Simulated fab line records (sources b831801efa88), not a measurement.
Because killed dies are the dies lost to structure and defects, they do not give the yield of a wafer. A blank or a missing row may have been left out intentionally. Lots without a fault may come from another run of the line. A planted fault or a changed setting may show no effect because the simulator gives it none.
fab line records	flow sky130
record: lots: 12	wafers: 36	last_day: 50
route steps=708 shown PWDE@54 VT_ADJUST_LVTN@115 SONOS_TUNNEL@166 RES_PROTECT@214 PAD_OPEN@708
lots untouched by any fault: they come from a run of this same line in which no faults occurred
start_h: hours from the record's first day to the start of the lot's first wafer shown	wait_h: hours elapsed since this lot's preceding step	" unchanged from the row above	L1.1+2: several wafers, shown together as one row	- either no value or no given start	* or withheld: withheld	< > ~ a bound
route shown NAME@n: NAME is a module with steps in the file, n the number in the route of the first one	usual: mean/standard deviation taken from wafers without a fault	same: alike in all rows	chamber/n: place in a boat	sites: readings site by site	_std_site: standard deviation across them	_edge_site: mean of outer sites minus mean of inner sites	radius_mm: how far each site lies from the wafer's centre	mask NAME#n: copy n	behind: the tool/chamber that last shaped the wafer	hold: what put the lot on hold/how long, in hours/how the hold closed	device: whichever transistor did not switch (one of n, p or np)	end of line: the same wafers' tests at the end of the route	step lacking rows: just its recipe	killed: not the wafer's yield, but the dies lost to structure and defects at the first sort	map: dies across one wafer; x = killed, . = not, _ = none there
set.NAME: setting as actually run; set.NAME@STEP: the setting as run at that earlier step	model.NAME: the simulator's own value behind a step, which no gauge read
a sample of lots followed through the steps of the route, with each step as a table and each wafer as a row
services: when a tool's chamber went out of use (start_h, in hours from the record's first day, below 0 if earlier), for how many hours, and the reason
== steps ==
step: SKY_PWDE_STRIP_09
recipe: chemistry: O2/N2	power_w: 1400	pressure_mtorr: 1500	platen_temp_c: withheld	o2_flow_sccm: 3000	n2_flow_sccm: 300	overash_fraction: 0.5
usual: chamber_pressure_mTorr: 1500.1/1.3	drypump_motor_current_A: 5.6/0.38	oes_product_au: 0.722/0.0046	strip_time_to_endpoint_s: 36.91/0.099
lot.wafer	tool	chamber	start_h	wait_h	chamber_pressure_mTorr	drypump_motor_current_A	oes_product_au	rf_hours_counter_h	strip_time_to_endpoint_s
L524.1	plasma_asher-02	1	67.84	0.1	1499.7	5.8	0.723	38	36.96
L524.5	"	1	"	"	1500.8	5.8	0.722	-	37.05
L524.6	"	0	"	"	1500.0	6.1	0.726	-	37.06
L527.1	plasma_asher-03	1	85.39	0.1	1501.3	5.8	0.721	38	36.94
L527.4	"	0	"	"	1500.3	4.9	0.720	-	36.91
L527.6	"	0	"	"	1500.9	4.9	0.724	-	36.93
L528.2	plasma_asher-04	0	91.78	0.1	1500.6	5.4	0.713	41	36.82
L528.3	"	1	"	"	1499.7	5.8	0.721	-	36.82
L528.6	"	0	"	"	1499.4	5.4	0.722	-	36.71
L529.1	plasma_asher-04	1	99.49	0.1	1501.6	5.8	0.734	41	36.95
L529.2	"	0	"	"	1501.1	5.4	0.717	41	36.91
L529.6	"	0	"	"	1497.8	5.4	0.721	-	36.95
L530.1	plasma_asher-02	0	104.68	0.1	1501.1	6.1	0.720	41	36.87
L530.2	"	1	"	"	1502.4	5.7	0.718	41	36.85
L530.5	"	0	"	"	1500.2	6.1	0.715	-	36.97
L537.3	plasma_asher-04	0	145.27	0.1	1500.3	5.4	0.724	-	36.98
L537.4	"	1	"	"	1499.3	5.8	0.722	-	36.95
L537.6	"	1	"	"	1498.5	5.8	0.724	-	36.93
L538.1	plasma_asher-04	1	150.93	0.1	1500.3	5.8	0.718	3	36.79
L538.4	"	1	"	"	1499.3	5.8	0.712	-	36.84
L538.5	"	0	"	"	1498.4	5.4	0.729	-	36.78
L541.1	plasma_asher-04	0	162.13	0.1	1499.9	5.4	0.723	4	36.91
L541.5	"	1	"	"	1499.3	5.8	0.715	-	36.84
L541.6	"	0	"	"	1498.9	5.4	0.719	-	36.98
L542.1	plasma_asher-03	1	166.98	0.1	1499.7	5.8	0.729	47	36.88
L542.3	"	0	"	"	1500.4	4.9	0.708	-	36.95
L542.4	"	1	"	"	1501.0	5.7	0.717	-	36.88
L543.1	plasma_asher-02	0	176.58	0.1	1499.1	6.1	0.713	48	36.92
L543.3	"	0	"	"	1499.7	6.1	0.721	-	37.03
L543.6	"	1	"	"	1499.5	5.7	0.724	-	37.05
L545.1	plasma_asher-03	0	187.58	0.1	1500.3	4.9	0.721	48	36.91
L545.4	"	1	"	"	1502.5	5.8	0.726	-	36.95
L545.5	"	0	"	"	1501.6	4.9	0.722	-	36.92
L547.2	plasma_asher-02	0	198.09	0.1	1501.4	6.1	0.716	50	36.94
L547.4	"	0	"	"	1500.9	6.1	0.725	-	36.95
L547.6	"	0	"	"	1500.0	6.1	0.722	-	36.94
step: SKY_VT_ADJUST_LVTN_OVL_MEAS_18
usual: VT_ADJUST_LVTN_01_OVL: -0.4/1.3
lot.wafer	tool	chamber	start_h	wait_h	VT_ADJUST_LVTN_01_OVL[nm]
L524.1	overlay-01	-	159.67	0.1	2.6
L524.5	"	-	"	"	-0.5
L524.6	"	-	"	"	0.8
L527.1	overlay-01	-	180.69	0.1	1.0
L527.4	"	-	"	"	-1.1
L527.6	"	-	"	"	-0.5
L528.2	overlay-02	-	188.45	0.1	-0.8
L528.3	"	-	"	"	-1.0
L528.6	"	-	"	"	0.0
L529.1	overlay-01	-	198.20	0.1	1.2
L529.2	"	-	"	"	2.8
L529.6	"	-	"	"	1.6
L530.1	overlay-01	-	205.39	0.1	0.3
L530.2	"	-	"	"	0.3
L530.5	"	-	"	"	0.8
L537.3	overlay-02	-	253.45	0.1	0.2
L537.4	"	-	"	"	-2.1
L537.6	"	-	"	"	-2.7
L538.1	overlay-02	-	260.40	0.1	-0.6
L538.4	"	-	"	"	2.6
L538.5	"	-	"	"	-1.0
L541.1	overlay-01	-	274.69	0.1	-3.3
L541.5	"	-	"	"	-0.8
L541.6	"	-	"	"	-1.2
L542.1	overlay-02	-	281.19	0.1	0.0
L542.3	"	-	"	"	1.5
L542.4	"	-	"	"	3.4
L543.1	overlay-02	-	291.70	0.1	-2.2
L543.3	"	-	"	"	0.0
L543.6	"	-	"	"	-0.5
L545.1	overlay-02	-	307.40	0.1	-1.8
L545.4	"	-	"	"	0.5
L545.5	"	-	"	"	-0.5
L547.2	overlay-01	-	318.73	0.1	-1.8
L547.4	"	-	"	"	-1.6
L547.6	"	-	"	"	-2.2
step: SKY_SONOS_TUNNEL_TW_MEAS_12
usual: SONOS_TUNNEL_TW: 197.8/1
lot.wafer	tool	chamber	start_h	wait_h	SONOS_TUNNEL_TW
L524.1	film_metro-03	-	247.16	0.0	197.3
L524.5	"	-	"	"	198.6
L524.6	"	-	"	"	198.0
L527.1	film_metro-03	-	271.17	0.0	197.0
L527.4	"	-	"	"	197.6
L527.6	"	-	"	"	199.3
L528.2	film_metro-04	-	282.07	0.0	197.7
L528.3	"	-	"	"	197.3
L528.6	"	-	"	"	197.5
L529.1	film_metro-01	-	293.98	0.0	198.6
L529.2	"	-	"	"	198.5
L529.6	"	-	"	"	198.3
L530.1	film_metro-01	-	300.66	0.0	197.4
L530.2	"	-	"	"	197.1
L530.5	"	-	"	"	197.0
L537.3	film_metro-01	-	356.10	0.0	199.0
L537.4	"	-	"	"	200.1
L537.6	"	-	"	"	200.1
L538.1	film_metro-04	-	366.67	0.0	196.9
L538.4	"	-	"	"	197.3
L538.5	"	-	"	"	196.5
L541.1	film_metro-04	-	383.58	0.0	196.7
L541.5	"	-	"	"	195.5
L541.6	"	-	"	"	196.1
L542.1	film_metro-04	-	391.18	0.0	198.2
L542.3	"	-	"	"	197.6
L542.4	"	-	"	"	197.3
L543.1	film_metro-03	-	402.82	0.0	198.3
L543.3	"	-	"	"	199.5
L543.6	"	-	"	"	198.3
L545.1	film_metro-01	-	420.50	0.0	198.9
L545.4	"	-	"	"	199.1
L545.5	"	-	"	"	199.4
L547.2	film_metro-04	-	434.58	0.0	196.3
L547.4	"	-	"	"	197.7
L547.6	"	-	"	"	197.0
step: SKY_RES_PROTECT_STRIP_07
recipe: chemistry: O2/N2	power_w: 1400	pressure_mtorr: 1500	platen_temp_c: withheld	o2_flow_sccm: 3000	n2_flow_sccm: 300	overash_fraction: 0.5
usual: chamber_pressure_mTorr: 1499.9/1.4	drypump_motor_current_A: 5.7/0.51	oes_product_au: 0.517/0.0047	strip_time_to_endpoint_s: 23.30/0.041
lot.wafer	tool	chamber	start_h	wait_h	chamber_pressure_mTorr	drypump_motor_current_A	oes_product_au	rf_hours_counter_h	strip_time_to_endpoint_s
L524.1	plasma_asher-01	0	333.32	0.1	1498.8	6.6	0.523	54	23.24
L524.5	"	0	"	"	1499.8	6.5	0.518	-	23.24
L524.6	"	1	"	"	1499.2	6.1	0.513	-	23.23
L527.1	plasma_asher-04	0	361.87	0.1	1500.2	5.4	0.517	24	23.34
L527.4	"	1	"	"	1496.9	5.8	0.525	-	23.27
L527.6	"	1	"	"	1498.5	5.8	0.521	-	23.29
L528.2	plasma_asher-01	1	375.09	0.1	1498.3	6.1	0.518	58	23.31
L528.3	"	1	"	"	1499.9	6.1	0.513	-	23.30
L528.6	"	1	"	"	1502.7	6.1	0.517	-	23.30
L529.1	plasma_asher-04	0	387.54	0.1	1502.3	5.4	0.518	27	23.30
L529.2	"	1	"	"	1499.7	5.8	0.524	27	23.24
L529.6	"	0	"	"	1499.3	5.4	0.516	-	23.30
L530.1	plasma_asher-03	0	393.89	0.1	1501.4	4.9	0.518	69	23.31
L530.2	"	1	"	"	1498.7	5.7	0.519	69	23.29
L530.5	"	0	"	"	1500.2	4.9	0.523	-	23.33
L537.3	plasma_asher-01	1	458.06	0.1	-	-	-	-	-
L537.4	"	0	"	"	-	-	-	-	-
L537.6	"	1	"	"	-	-	-	-	-
L538.1	plasma_asher-04	1	468.19	0.1	-	-	-	-	-
L538.4	"	1	"	"	-	-	-	-	-
L538.5	"	0	"	"	-	-	-	-	-
L541.1	plasma_asher-01	0	484.32	0.1	1498.0	6.6	0.518	70	23.32
L541.5	"	0	"	"	1502.3	6.6	0.510	-	23.28
L541.6	"	1	"	"	1497.9	6.1	0.515	-	23.31
L542.1	plasma_asher-03	1	498.09	0.1	1504.3	5.8	0.513	79	23.39
L542.3	"	1	"	"	1499.5	5.7	0.515	-	23.35
L542.4	"	0	"	"	1500.4	4.9	0.515	-	23.34
L543.1	plasma_asher-04	1	508.99	0.1	1501.4	5.8	0.510	40	23.31
L543.3	"	1	"	"	1496.8	5.8	0.514	-	23.35
L543.6	"	0	"	"	1499.9	5.4	0.516	-	23.38
L545.1	plasma_asher-04	1	525.77	0.1	1499.5	5.8	0.520	41	23.31
L545.4	"	1	"	"	1500.7	5.8	0.519	-	23.31
L545.5	"	0	"	"	1499.5	5.4	0.521	-	23.30
L547.2	plasma_asher-04	0	540.67	0.1	1501.2	5.4	0.521	43	23.23
L547.4	"	1	"	"	1497.1	5.8	0.516	-	23.25
L547.6	"	0	"	"	1499.1	5.4	0.520	-	23.28
step: SKY_PAD_OPEN_PROBE_99
usual: killed_at_M0_to_M3: 43/6.5	killed_at_M4_up: 3.2/1.8	killed_at_contacts: 24/5.2	killed_at_front_end: 15/4	killed_at_other: 0.4/0.69	killed_dies: 86/8.7	killed_on_rim: 17/3.7	killed_open: 47/7	killed_short: 39/5.7
same: gross_dies: 492	killed_at_back_side: 0
lot.wafer	tool	chamber	start_h	wait_h	hold	killed_at_M0_to_M3	killed_at_M4_up	killed_at_contacts	killed_at_front_end	killed_at_other	killed_dies	killed_on_rim	killed_open	killed_short
L524.1	prober-02	-	1073.62	0.1	-	35	1	29	14	0	79	12	44	33
L524.5	prober-02	-	1073.82	0.2	-	30	2	26	19	0	77	11	42	35
L524.6	prober-02	-	1073.87	0.2	-	49	1	25	17	0	92	20	55	37
L527.1	prober-01	-	1093.12	0.1	-	38	5	24	13	0	80	17	41	38
L527.4	prober-01	-	1093.27	0.2	-	40	2	22	21	0	85	13	46	38
L527.6	prober-01	-	1093.37	0.2	-	35	2	24	17	0	78	12	50	26
L528.2	prober-02	-	1100.05	0.1	-	64	4	16	20	0	104	17	58	46
L528.3	prober-02	-	1100.10	0.2	-	44	3	24	12	0	83	16	50	33
L528.6	prober-02	-	1100.25	0.2	-	43	3	22	9	0	77	16	52	25
L529.1	prober-01	-	1112.51	0.1	-	43	2	24	14	1	84	19	50	33
L529.2	prober-01	-	1112.56	0.1	-	46	3	19	6	0	74	15	41	33
L529.6	prober-01	-	1112.76	0.2	-	37	4	23	12	2	78	11	38	40
L530.1	prober-02	-	1113.21	0.1	-	44	2	21	21	0	88	17	52	36
L530.2	prober-02	-	1113.26	0.1	-	35	3	25	12	1	76	13	40	35
L530.5	prober-02	-	1113.41	0.2	-	48	1	20	17	0	86	15	53	33
L537.3	prober-01	-	1151.54	0.2	await_dispo/1.5h/scrap	40	3	24	425	0	492	96	43	43
L537.4	prober-01	-	1151.59	0.2	await_dispo/1.5h/scrap	35	3	22	432	0	492	96	40	28
L537.6	prober-01	-	1151.69	0.2	await_dispo/1.5h/scrap	35	1	39	417	0	492	96	48	38
L538.1	prober-01	-	1158.32	0.1	await_dispo/3.9h/scrap	37	1	29	425	0	492	96	49	32
L538.4	prober-01	-	1158.47	0.2	await_dispo/3.9h/scrap	40	4	39	409	0	492	96	55	39
L538.5	prober-01	-	1158.52	0.2	await_dispo/3.9h/scrap	49	1	28	412	2	492	96	55	40
L541.1	prober-01	-	1173.96	0.1	-	41	4	17	19	0	81	11	38	43
L541.5	prober-01	-	1174.16	0.2	-	40	1	33	15	0	89	20	51	37
L541.6	prober-01	-	1174.21	0.2	-	44	1	31	15	0	91	15	49	42
L542.1	prober-02	-	1174.57	0.1	-	36	4	29	11	0	80	10	44	36
L542.3	prober-02	-	1174.67	0.2	-	47	3	23	18	0	91	18	53	38
L542.4	prober-02	-	1174.72	0.2	-	44	1	20	20	0	85	18	57	28
L543.1	prober-01	-	1182.32	0.1	-	49	5	26	14	0	94	17	42	51
L543.3	prober-01	-	1182.42	0.2	-	46	5	25	10	0	86	13	51	35
L543.6	prober-01	-	1182.57	0.2	-	40	3	28	13	0	84	16	39	45
L545.1	prober-01	-	1191.71	0.1	-	31	4	20	13	0	68	15	37	31
L545.4	prober-01	-	1191.86	0.2	-	45	4	34	20	0	103	19	55	48
L545.5	prober-01	-	1191.91	0.2	-	36	3	24	22	0	85	17	47	38
L547.2	prober-01	-	1198.31	0.1	-	37	0	21	17	1	76	10	45	31
L547.4	prober-01	-	1198.41	0.2	-	44	3	24	18	0	89	15	50	39
L547.6	prober-01	-	1198.51	0.2	-	42	2	25	13	0	82	18	44	38
killed by level:class
L524.1 CONTACT:geometric_particle:open=11 FIELD_ISO:geometric_particle:open=9 LI_CONTACT:geometric_particle:open=8 VIA1:geometric_particle:open=6 LI_CONTACT:geometric_particle:short=5 METAL1:geometric_particle:short=5 VIA2:geometric_particle:open=5 CONTACT:geometric_particle:short=4
L524.5 CONTACT:geometric_particle:open=13 FIELD_ISO:geometric_particle:short=7 LI_CONTACT:geometric_particle:open=6 METAL1:geometric_particle:short=6 VIA1:geometric_particle:short=6 VIA2:geometric_particle:open=5 FIELD_ISO:geometric_particle:open=4 POLY_GATE:geometric_particle:open=4
L524.6 VIA1:geometric_particle:open=13 VIA2:geometric_particle:open=9 CONTACT:geometric_particle:open=8 VIA3:geometric_particle:open=7 FIELD_ISO:geometric_particle:open=5 FIELD_ISO:geometric_particle:short=5 LOCAL_INTERCONNECT:geometric_particle:short=5 CONTACT:geometric_particle:short=5
L527.1 VIA1:geometric_particle:open=11 CONTACT:geometric_particle:open=8 FIELD_ISO:geometric_particle:short=7 LI_CONTACT:geometric_particle:open=5 LOCAL_INTERCONNECT:geometric_particle:short=5 METAL1:geometric_particle:short=5 METAL2:geometric_particle:short=5 METAL1:geometric_particle:open=4
L527.4 VIA1:geometric_particle:open=13 CONTACT:geometric_particle:open=8 POLY_GATE:geometric_particle:short=7 VIA3:geometric_particle:open=7 LI_CONTACT:geometric_particle:open=6 FIELD_ISO:geometric_particle:short=4 POLY_GATE:geometric_particle:open=4 CONTACT:geometric_particle:short=4
L527.6 VIA1:geometric_particle:open=14 LI_CONTACT:geometric_particle:open=8 FIELD_ISO:geometric_particle:open=7 LI_CONTACT:geometric_particle:short=6 METAL2:geometric_particle:short=5 CONTACT:geometric_particle:open=5 VIA3:geometric_particle:open=4 VIA2:geometric_particle:open=4
L528.2 VIA1:geometric_particle:open=11 VIA2:geometric_particle:open=11 VIA3:geometric_particle:open=8 VIA1:geometric_particle:short=8 CONTACT:geometric_particle:open=7 FIELD_ISO:geometric_particle:short=6 METAL1:geometric_particle:short=6 FIELD_ISO:geometric_particle:open=5
L528.3 VIA1:geometric_particle:open=10 VIA2:geometric_particle:open=8 CONTACT:geometric_particle:open=8 METAL2:geometric_particle:short=8 LI_CONTACT:geometric_particle:open=7 CONTACT:geometric_particle:short=4 METAL2:geometric_particle:open=4 VIA3:geometric_particle:open=4
L528.6 CONTACT:geometric_particle:open=12 VIA3:geometric_particle:open=10 VIA2:geometric_particle:open=9 VIA1:geometric_particle:open=5 LI_CONTACT:geometric_particle:open=4 LOCAL_INTERCONNECT:geometric_particle:short=4 METAL2:geometric_particle:short=4 METAL1:geometric_particle:short=3
L529.1 CONTACT:geometric_particle:open=12 VIA1:geometric_particle:open=12 POLY_GATE:geometric_particle:open=6 VIA1:geometric_particle:short=6 LI_CONTACT:geometric_particle:open=5 CONTACT:geometric_particle:short=5 METAL3:geometric_particle:short=4 VIA3:geometric_particle:open=4
L529.2 VIA1:geometric_particle:open=14 CONTACT:geometric_particle:open=8 METAL2:geometric_particle:short=7 VIA1:geometric_particle:short=5 METAL1:geometric_particle:short=5 VIA2:geometric_particle:open=5 POLY_GATE:geometric_particle:open=4 LI_CONTACT:geometric_particle:open=4
L529.6 CONTACT:geometric_particle:open=9 LI_CONTACT:geometric_particle:open=7 VIA1:geometric_particle:open=7 METAL2:geometric_particle:short=6 VIA2:geometric_particle:open=5 VIA1:geometric_particle:short=5 METAL3:geometric_particle:short=5 CONTACT:geometric_particle:short=4
L530.1 VIA3:geometric_particle:open=10 FIELD_ISO:geometric_particle:open=8 VIA1:geometric_particle:open=8 LI_CONTACT:geometric_particle:open=8 CONTACT:geometric_particle:open=7 VIA1:geometric_particle:short=6 VIA2:geometric_particle:open=6 POLY_GATE:geometric_particle:short=5
L530.2 CONTACT:geometric_particle:open=9 VIA2:geometric_particle:open=9 VIA1:geometric_particle:open=6 LOCAL_INTERCONNECT:geometric_particle:short=5 VIA3:geometric_particle:short=5 LI_CONTACT:geometric_particle:short=4 LI_CONTACT:geometric_particle:open=4 METAL1:geometric_particle:short=4
L530.5 VIA1:geometric_particle:open=14 VIA3:geometric_particle:open=8 LI_CONTACT:geometric_particle:open=7 VIA2:geometric_particle:open=7 CONTACT:geometric_particle:open=6 POLY_GATE:geometric_particle:short=5 METAL2:geometric_particle:short=5 FIELD_ISO:geometric_particle:short=4
L537.3 POLY_GATE:area_cvd=406 VIA1:geometric_particle:open=13 CONTACT:geometric_particle:open=9 LOCAL_INTERCONNECT:geometric_particle:short=6 POLY_GATE:geometric_particle:short=5 METAL1:geometric_particle:short=5 VIA1:geometric_particle:short=5 VIA2:geometric_particle:open=5
L537.4 POLY_GATE:area_cvd=424 LI_CONTACT:geometric_particle:open=9 VIA1:geometric_particle:open=8 CONTACT:geometric_particle:open=7 METAL1:geometric_particle:short=5 VIA2:geometric_particle:open=5 VIA3:geometric_particle:open=5 METAL2:geometric_particle:short=4
L537.6 POLY_GATE:area_cvd=406 CONTACT:geometric_particle:open=15 LI_CONTACT:geometric_particle:open=11 FIELD_ISO:geometric_particle:open=6 CONTACT:geometric_particle:short=6 VIA1:geometric_particle:open=6 METAL1:geometric_particle:short=6 VIA1:geometric_particle:short=5
L538.1 POLY_GATE:area_cvd=409 VIA1:geometric_particle:open=11 LI_CONTACT:geometric_particle:open=9 CONTACT:geometric_particle:open=9 CONTACT:geometric_particle:short=5 FIELD_ISO:geometric_particle:open=5 VIA3:geometric_particle:open=5 METAL3:geometric_particle:short=4
L538.4 POLY_GATE:area_cvd=396 CONTACT:geometric_particle:open=16 VIA2:geometric_particle:open=10 LI_CONTACT:geometric_particle:open=9 VIA1:geometric_particle:open=7 LOCAL_INTERCONNECT:geometric_particle:short=5 CONTACT:geometric_particle:short=5 METAL1:geometric_particle:short=5
L538.5 POLY_GATE:area_cvd=396 VIA1:geometric_particle:open=12 VIA3:geometric_particle:open=12 CONTACT:geometric_particle:open=8 CONTACT:geometric_particle:short=7 LI_CONTACT:geometric_particle:open=6 VIA3:geometric_particle:short=5 POLY_GATE:geometric_particle:short=4
L541.1 VIA1:geometric_particle:open=11 CONTACT:geometric_particle:open=7 METAL3:geometric_particle:short=6 FIELD_ISO:geometric_particle:short=5 POLY_GATE:geometric_particle:short=5 METAL2:geometric_particle:short=5 VIA3:geometric_particle:short=5 POLY_GATE:geometric_particle:open=4
L541.5 LI_CONTACT:geometric_particle:open=11 VIA1:geometric_particle:open=10 CONTACT:geometric_particle:open=9 VIA1:geometric_particle:short=6 FIELD_ISO:geometric_particle:short=5 POLY_GATE:geometric_particle:short=5 VIA2:geometric_particle:open=5 LOCAL_INTERCONNECT:geometric_particle:open=4
L541.6 CONTACT:geometric_particle:open=12 LI_CONTACT:geometric_particle:open=7 VIA1:geometric_particle:open=7 VIA3:geometric_particle:open=7 VIA2:geometric_particle:open=7 POLY_GATE:geometric_particle:short=6 LOCAL_INTERCONNECT:geometric_particle:short=6 FIELD_ISO:geometric_particle:open=5
L542.1 LI_CONTACT:geometric_particle:open=10 CONTACT:geometric_particle:open=8 VIA1:geometric_particle:open=7 VIA2:geometric_particle:open=6 METAL3:geometric_particle:short=4 LI_CONTACT:geometric_particle:short=4 LOCAL_INTERCONNECT:geometric_particle:short=4 METAL2:geometric_particle:short=4
L542.3 VIA1:geometric_particle:open=11 CONTACT:geometric_particle:open=8 VIA3:geometric_particle:open=8 POLY_GATE:geometric_particle:open=7 VIA2:geometric_particle:open=7 METAL2:geometric_particle:short=6 FIELD_ISO:geometric_particle:short=4 FIELD_ISO:geometric_particle:open=4
L542.4 VIA1:geometric_particle:open=16 LI_CONTACT:geometric_particle:open=10 VIA3:geometric_particle:open=8 VIA2:geometric_particle:open=7 POLY_GATE:geometric_particle:short=5 FIELD_ISO:geometric_particle:short=4 FIELD_ISO:geometric_particle:open=4 POLY_GATE:geometric_particle:open=4
L543.1 VIA1:geometric_particle:open=10 METAL1:geometric_particle:short=9 VIA2:geometric_particle:open=8 CONTACT:geometric_particle:open=7 POLY_GATE:geometric_particle:short=6 METAL4:geometric_particle:short=5 LI_CONTACT:geometric_particle:open=5 LOCAL_INTERCONNECT:geometric_particle:short=5
L543.3 CONTACT:geometric_particle:open=10 VIA1:geometric_particle:open=10 VIA2:geometric_particle:open=8 METAL2:geometric_particle:short=6 VIA3:geometric_particle:open=5 FIELD_ISO:geometric_particle:open=4 LOCAL_INTERCONNECT:geometric_particle:short=4 VIA1:geometric_particle:short=4
L543.6 CONTACT:geometric_particle:open=11 VIA1:geometric_particle:short=7 VIA3:geometric_particle:open=7 LI_CONTACT:geometric_particle:open=6 LOCAL_INTERCONNECT:geometric_particle:short=6 METAL2:geometric_particle:short=6 VIA1:geometric_particle:open=5 CONTACT:geometric_particle:short=4
L545.1 VIA1:geometric_particle:open=9 LI_CONTACT:geometric_particle:open=7 SPACER:geometric_particle:short=6 VIA2:geometric_particle:open=6 CONTACT:geometric_particle:open=6 VIA1:geometric_particle:short=5 LOCAL_INTERCONNECT:geometric_particle:short=4 METAL2:geometric_particle:short=4
L545.4 CONTACT:geometric_particle:open=15 VIA1:geometric_particle:open=7 VIA3:geometric_particle:open=7 VIA2:geometric_particle:open=7 LOCAL_INTERCONNECT:geometric_particle:short=6 CONTACT:geometric_particle:short=6 METAL1:geometric_particle:short=6 FIELD_ISO:geometric_particle:open=5
L545.5 LI_CONTACT:geometric_particle:open=10 VIA2:geometric_particle:open=7 FIELD_ISO:geometric_particle:open=6 FIELD_ISO:geometric_particle:short=5 VIA1:geometric_particle:short=5 METAL2:geometric_particle:short=5 VIA3:geometric_particle:open=4 SPACER:geometric_particle:open=4
L547.2 CONTACT:geometric_particle:open=12 VIA1:geometric_particle:open=8 POLY_GATE:geometric_particle:short=6 VIA3:geometric_particle:open=5 METAL2:geometric_particle:short=5 VIA2:geometric_particle:open=5 LI_CONTACT:geometric_particle:open=4 METAL1:geometric_particle:short=4
L547.4 VIA1:geometric_particle:open=12 CONTACT:geometric_particle:open=9 FIELD_ISO:geometric_particle:open=8 VIA3:geometric_particle:open=6 FIELD_ISO:geometric_particle:short=5 METAL1:geometric_particle:short=5 VIA1:geometric_particle:short=5 METAL2:geometric_particle:short=5
L547.6 CONTACT:geometric_particle:open=12 VIA2:geometric_particle:open=9 VIA3:geometric_particle:open=7 METAL2:geometric_particle:short=6 FIELD_ISO:geometric_particle:short=4 LI_CONTACT:geometric_particle:open=4 CONTACT:geometric_particle:short=4 METAL1:geometric_particle:short=4
== services ==
tool	chamber	start_h	hours	kind
plasma_asher-03	-	62.54	2.9	repair
plasma_asher-02	-	80.71	8.3	repair
plasma_asher-04	-	108.79	9.0	pm
plasma_asher-04	0	108.79	9.0	vent_cycle
plasma_asher-04	1	108.79	9.0	vent_cycle
plasma_asher-04	0	117.79	-	clean
plasma_asher-04	1	117.79	-	clean
plasma_asher-01	-	188.90	2.5	repair
plasma_asher-02	-	313.45	2.8	repair
plasma_asher-02	-	340.03	12.6	pm
plasma_asher-03	-	411.54	0.8	repair
plasma_asher-02	-	421.25	9.0	pm
plasma_asher-02	0	421.25	9.0	vent_cycle
plasma_asher-02	1	421.25	9.0	vent_cycle
plasma_asher-02	0	430.25	-	clean
plasma_asher-02	1	430.25	-	clean
plasma_asher-02	-	439.19	14.6	pm
plasma_asher-01	-	495.47	7.8	pm
plasma_asher-01	-	536.00	0.5	repair
== key ==
first_sign: step: SKY_RES_PROTECT_STRIP_07	reading: tool_record	direction: missing
effect: step: SKY_PAD_OPEN_PROBE_99	reading: hold	direction: added
more_kills_born_at: SKY_POLY_GATE_CVD_03@lpcvd-02: 2437
met_at SKY_RES_PROTECT_STRIP_07
struck_lots L537,L538
later_rows_left_out L537.3,L537.4,L537.6,L538.1,L538.4,L538.5
tester_left_out L537,L538
not_acting_at SKY_PWDE_STRIP_09,SKY_VT_ADJUST_LVTN_OVL_MEAS_18,SKY_SONOS_TUNNEL_TW_MEAS_12
onset_between 387.54 458.06
fault: kind: skipped_step_whole	tool: plasma_asher-01,plasma_asher-04	chamber: -	onset_h: 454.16	steps: SKY_RES_PROTECT_STRIP_07	scope: struck_lots_only
tester_left_out: of these lots the tester's yield and bins aren't shown, on N5 and GAA mostly nor the transistor test; their killed dies are dies lost to structure and defects alone, not to doping, threshold or leakage, so they don't give the yield
later_rows_left_out: the simulator's readings of these wafers behind a module that went badly wrong aren't trusted and aren't shown, but for the sort
